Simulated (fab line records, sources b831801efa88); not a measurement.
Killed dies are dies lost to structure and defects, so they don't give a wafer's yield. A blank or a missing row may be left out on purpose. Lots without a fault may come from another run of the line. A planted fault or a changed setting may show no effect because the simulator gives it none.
One fault seen from 2 desks | flow sky130 | each desk has only its own numbers; what lay behind them comes last

THE TOOL OWNER'S DESK: pvd_sputter-04
The tool's own readings at SKY_VIA3_SPUTTER_20 (material TiN, target thk 20 nm, time 80 s): means of the sampled wafers that have a number, for each lot that ran on this tool. A lot is out of limits, marked OUT, if its mean lies more than 4 standard deviations from the usual mean; the brackets give that distance.
Columns: A = throttle_valve_pct at SKY_VIA3_SPUTTER_20, usual 30.5 %
lot  | first seen here | A
L301 | day 40 04:13    | 29.6
L311 | day 43 10:31    | 30.5
This desk's finding: nothing out of limits on any of the 2 lots.

THE METROLOGY DESK
What the gauges read, lot by lot, whatever tool the lot ran on: means of the sampled wafers that have a number. A lot is out of limits, marked OUT, if its mean lies more than 4 standard deviations from the usual mean; the brackets give that distance.
Columns: A = cd_nm at SKY_VIA3_CD_MEAS_12, usual 199.7 nm; B = VIA3_OVL at SKY_VIA3_OVL_MEAS_13, usual -1 nm
lot  | first seen here | A     | B
L298 | day 39 05:02    | 198.9 | -7
L301 | day 40 03:22    | 202.5 | -2
L311 | day 43 09:41    | 200.8 | -2
L317 | day 46 07:35    | 199.1 | 2
L319 | day 46 12:35    | 199.7 | -2
This desk's finding: nothing out of limits on any of the 5 lots.

PUT TOGETHER
The tool owner's desk saw nothing out of limits.
The metrology desk saw nothing out of limits.

WHAT THE SIMULATOR HAD PUT IN
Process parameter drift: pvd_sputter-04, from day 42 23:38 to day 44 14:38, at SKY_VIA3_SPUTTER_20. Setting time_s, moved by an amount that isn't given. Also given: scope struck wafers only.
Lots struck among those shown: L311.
